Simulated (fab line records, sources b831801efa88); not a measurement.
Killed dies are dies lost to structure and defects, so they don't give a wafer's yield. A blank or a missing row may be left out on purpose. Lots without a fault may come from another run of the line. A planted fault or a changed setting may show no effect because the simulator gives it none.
Split-lot experiment | flow sfq_line | 5 lots, 23 wafers read, on a route of 325 steps

THE SPLIT
At SFQ_TRILAYER_I0_VIA_LITHO_COAT_031 (resist thk 650 nm), the setting spin_rpm was moved away from the recipe's 3000 rpm on 5 of the 23 wafers read, by -2.9% to -2.5%. The other wafers ran this setting at the recipe's value.

The file shows no step between the split and the reading.

THE READING
KrF_of_TRILAYER_I0_VIA_LITHO_COAT_031.thk_nm (the simulator's own value, which no gauge read), in nm, at SFQ_TRILAYER_I0_VIA_ETCH_VIA_ETCH_034 (etches SiO2 in CHF3, stops on Nb, target depth 260 nm). The file gives no usual value for it. The 18 wafers here that ran the recipe average 525.1 nm, standard deviation 1.7 nm.

wafer  | tool, chamber at the split | spin_rpm as run, rpm | against the recipe | KrF_of_TRILAYER_I0_VIA_LITHO_COAT_031.thk_nm, nm | against lot-mates on the recipe
L076.1 | litho_track-04, 0          | 3000                 | recipe             | 523.7                                            | -
L076.2 | litho_track-04, 0          | 3000                 | recipe             | 523.9                                            | -
L076.4 | litho_track-04, 0          | 3000                 | recipe             | 523.9                                            | -
L076.3 | litho_track-04, 0          | 3000                 | recipe             | 525.6                                            | -
L076.6 | litho_track-04, 0          | 3000                 | recipe             | 525                                              | -
L078.1 | litho_track-02, 0          | 2912                 | -2.9%              | 536.7                                            | +8.6
L078.2 | litho_track-02, 0          | 2912                 | -2.9%              | 536.2                                            | +8.1
L078.4 | litho_track-02, 0          | 3000                 | recipe             | 528.3                                            | -
L078.5 | litho_track-02, 0          | 3000                 | recipe             | 527.9                                            | -
L078.6 | litho_track-02, 0          | 2912                 | -2.9%              | 538.2                                            | +10.1
L079.2 | litho_track-04, 0          | 3000                 | recipe             | 527.2                                            | -
L079.3 | litho_track-04, 0          | 2925                 | -2.5%              | 536.5                                            | +9.3
L079.4 | litho_track-04, 0          | 2925                 | -2.5%              | 537                                              | +9.8
L079.5 | litho_track-04, 0          | 3000                 | recipe             | 526.9                                            | -
L079.6 | litho_track-04, 0          | 3000                 | recipe             | 527.4                                            | -
L080.3 | litho_track-02, 0          | 3000                 | recipe             | 522.9                                            | -
L080.5 | litho_track-02, 0          | 3000                 | recipe             | 523.4                                            | -
L080.6 | litho_track-02, 0          | 3000                 | recipe             | 523.4                                            | -
L084.1 | litho_track-01, 0          | 3000                 | recipe             | 524.6                                            | -
L084.2 | litho_track-01, 0          | 3000                 | recipe             | 525.7                                            | -
L084.3 | litho_track-01, 0          | 3000                 | recipe             | 524.4                                            | -
L084.5 | litho_track-01, 0          | 3000                 | recipe             | 522.7                                            | -
L084.6 | litho_track-01, 0          | 3000                 | recipe             | 524.1                                            | -

THE FIT
A straight line over all 23 wafers: KrF_of_TRILAYER_I0_VIA_LITHO_COAT_031.thk_nm changes by -4.27 nm for each +1% of spin_rpm; r = -0.95; the points scatter about the line by 1.7 nm.
The same after taking each lot's own level away (the mean of its wafers on the recipe; 23 wafers): -3.29 nm for each +1%; r = -0.98; scatter 0.85 nm.
On that fit, the largest move of spin_rpm shifts the reading by 9.7 nm.
The lots' own levels span 523.23 to 528.10 nm, that is 2.8 times the standard deviation above.
So the lot-to-lot level changes the slope: the two fits differ.
Check: with one of the wafers moved furthest among these (-2.9%) left out of the fit, the line predicts +10 nm for it against its lot-mates. It came out at +8.6 nm against them.

OTHER SPLITS ON THESE WAFERS
These wafers also went through other splits before the reading. Each is held against what the fit with the lots' levels taken away leaves over:
other split on the same wafers                  | wafers away from the commonest value | r with KrF_of_TRILAYER_I0_VIA_LITHO_COAT_031.thk_nm (lot level and that fit taken away)
SFQ_TRILAYER_INCOMING_OXIDATION_002 ox_time_s   | 15                                   | -0.09
SFQ_TRILAYER_L0_LITHO_COAT_005 spin_rpm         | 8                                    | -0.01
SFQ_TRILAYER_L0_BARC_OPEN_METAL_ETCH_010 icp_w  | 4                                    | -0.45
SFQ_TRILAYER_L0_VIA_LITHO_COAT_018 spin_rpm     | 9                                    | +0.16
SFQ_TRILAYER_M0_DEP_SPUTTER_019 time_s          | 10                                   | +0.01
SFQ_TRILAYER_M0_BARC_OPEN_METAL_ETCH_031 bias_w | 6                                    | +0.00
SFQ_TRILAYER_I0_DEP_PECVD_027 time_s            | 8                                    | +0.06

THE WHOLE CHAIN: every reading that the file lists as answering this split, in the file's order
step                                  | what it does                                          | reading                                                                                       | change (the file's fit)              | r (the file's)
SFQ_TRILAYER_I0_VIA_LITHO_COAT_031    | resist thk 650 nm                                     | KrF_of_TRILAYER_I0_VIA_LITHO_COAT_031.thk_nm (the simulator's own value, which no gauge read) | -3.55 nm for each +1% of the setting | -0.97
SFQ_TRILAYER_I0_VIA_ETCH_VIA_ETCH_034 | etches SiO2 in CHF3, stops on Nb, target depth 260 nm | KrF_of_TRILAYER_I0_VIA_LITHO_COAT_031.thk_nm (the simulator's own value, which no gauge read) | -3.37 nm for each +1% of the setting | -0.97

THE FILE'S OWN FIT
KrF_of_TRILAYER_I0_VIA_LITHO_COAT_031.thk_nm changes by -3.37 nm for each +1% of spin_rpm, r = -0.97.
